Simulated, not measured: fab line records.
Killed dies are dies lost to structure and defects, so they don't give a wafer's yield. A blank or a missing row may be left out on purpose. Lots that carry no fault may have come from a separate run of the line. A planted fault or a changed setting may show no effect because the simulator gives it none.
Matching of chambers / flow sky130 / SKY_POLY_GATE_ETCH_17 on rie_si-01 has 4 sister chambers
The step etches poly-Si in HBr/Cl2, stops on SiO2, target depth 180 nm, time 70.5 s. 7 wafers are shown with their chamber, then 8 later ones without.

WAFERS, EACH WITH ITS CHAMBER
wafer=L995.3; chamber=2; drypump_motor_current_A (A)=4.7; run_length_s (s)=98.4
wafer=L997.4; chamber=0; drypump_motor_current_A (A)=6.0; run_length_s (s)=98.8
wafer=L997.5; chamber=2; drypump_motor_current_A (A)=4.7; run_length_s (s)=98.2
wafer=L100.1; chamber=1; drypump_motor_current_A (A)=5.9; run_length_s (s)=99.5
wafer=L100.5; chamber=3; drypump_motor_current_A (A)=5.8; run_length_s (s)=98.3
wafer=L100.6; chamber=0; drypump_motor_current_A (A)=5.9; run_length_s (s)=98.9
wafer=L101.1; chamber=1; drypump_motor_current_A (A)=5.9; run_length_s (s)=99.1

WAFERS WITHOUT THEIR CHAMBER
wafer=L101.2; drypump_motor_current_A (A)=4.7; run_length_s (s)=98.2
wafer=L101.5; drypump_motor_current_A (A)=5.8; run_length_s (s)=98.5
wafer=L103.2; drypump_motor_current_A (A)=4.7; run_length_s (s)=98.8
wafer=L103.3; drypump_motor_current_A (A)=5.9; run_length_s (s)=99.0
wafer=L103.5; drypump_motor_current_A (A)=4.7; run_length_s (s)=98.2
wafer=L105.1; drypump_motor_current_A (A)=4.7; run_length_s (s)=98.2
wafer=L105.5; drypump_motor_current_A (A)=5.9; run_length_s (s)=99.5
wafer=L105.6; drypump_motor_current_A (A)=5.8; run_length_s (s)=98.5

EACH ONE'S CHAMBER
wafer=L101.2; from the rows above=2; in truth=2
wafer=L101.5; from the rows above=3; in truth=3
wafer=L103.2; from the rows above=2; in truth=2
wafer=L103.3; from the rows above=can't be placed: 0 or 1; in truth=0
wafer=L103.5; from the rows above=2; in truth=2
wafer=L105.1; from the rows above=2; in truth=2
wafer=L105.5; from the rows above=1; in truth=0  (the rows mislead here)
wafer=L105.6; from the rows above=3; in truth=3
Placed correctly: 6 of 8. Can't be placed from these rows: 1 (the true chamber is among the candidates in 1). Number placed wrongly: 1.
How it was worked out, from the rows above alone: a wafer's distance from a chamber is the root of the sum, over the readings, of the square of ((its reading less the chamber's mean) divided by the reading's scatter). The wafer belongs to the nearest chamber; if the next one is less than 2 further off, it can't be placed. Each chamber's mean is taken over the wafers shown for it. The scatter is the square root of a quotient: the sum, over the shown wafers, of each reading's squared deviation from its chamber's mean, divided by wafers minus chambers.
